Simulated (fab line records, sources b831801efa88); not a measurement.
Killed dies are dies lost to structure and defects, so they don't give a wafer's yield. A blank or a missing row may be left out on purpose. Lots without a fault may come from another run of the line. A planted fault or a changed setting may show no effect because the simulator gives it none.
One fault seen from 2 desks | flow gf180mcu | each desk has only its own numbers; what lay behind them comes last

THE METROLOGY DESK
What the gauges read, lot by lot, whatever tool the lot ran on: means of the sampled wafers that have a number. A lot is out of limits, marked OUT, if its mean lies more than 4 standard deviations from the usual mean; the brackets give that distance.
Columns: A = M3_ALCU_RS at GF_M3_RS_MEAS_05, usual 0.0700 ohm/sq
lot  | first seen here | A
L142 | day 20 21:23    | 0.0706
L143 | day 21 00:13    | 0.0702
L145 | day 22 00:23    | 0.0707
L150 | day 23 09:31    | 0.0695
L151 | day 23 16:40    | 0.0709
L154 | day 24 20:41    | 0.0701
L158 | day 26 01:04    | 0.0698
L159 | day 26 08:48    | 0.0696
L160 | day 26 13:07    | 0.0702
L162 | day 27 08:05    | 0.0685
L163 | day 27 09:17    | 0.0704
L165 | day 27 23:29    | 0.0719
This desk's finding: nothing out of limits on any of the 12 lots.

THE TOOL OWNER'S DESK: rie_diel-01
The tool's own readings at GF_V3_ETCH_16 (etches BARC in N2/H2): means of the sampled wafers that have a number, for each lot that ran on this tool. A lot is out of limits, marked OUT, if its mean lies more than 4 standard deviations from the usual mean; the brackets give that distance.
Columns: A = drypump_motor_current_A at GF_V3_ETCH_16, usual 5.8 A; B = oes_product_au at GF_V3_ETCH_16, usual 0.854 a.u.; C = rf_fwd_power_W at GF_V3_ETCH_16, usual 495.9 W; D = throttle_valve_pct at GF_V3_ETCH_16, usual 13.225 %
lot  | first seen here | A   | B     | C               | D
L143 | day 23 00:34    | 5.5 | 0.853 | 498.1           | 13.222
L145 | day 23 23:13    | 5.8 | 0.854 | 415.4 (-45) OUT | 13.217
L150 | day 25 06:43    | 5.9 | 0.857 | 414.5 (-45) OUT | 13.217
This desk's finding: out of limits on L145, L150; first on L145, day 23 23:13 (rf_fwd_power_W at GF_V3_ETCH_16). In limits: L143.

PUT TOGETHER
The tool owner's desk could have raised an alarm at day 23 23:13, on L145, L150.
The metrology desk saw nothing out of limits.
The metrology desk has L145, L150 on record, within its limits.
Of the lots named, all ran GF_V3_ETCH_16 on rie_diel-01.

WHAT THE SIMULATOR HAD PUT IN
Process parameter drift: rie_diel-01, from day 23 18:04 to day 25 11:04, at GF_V3_ETCH_16. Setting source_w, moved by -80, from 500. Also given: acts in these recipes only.
Lots struck among those shown: L145, L150.
Hours from the fault's start to each desk's first reading out of limits: the tool owner's desk, 5.
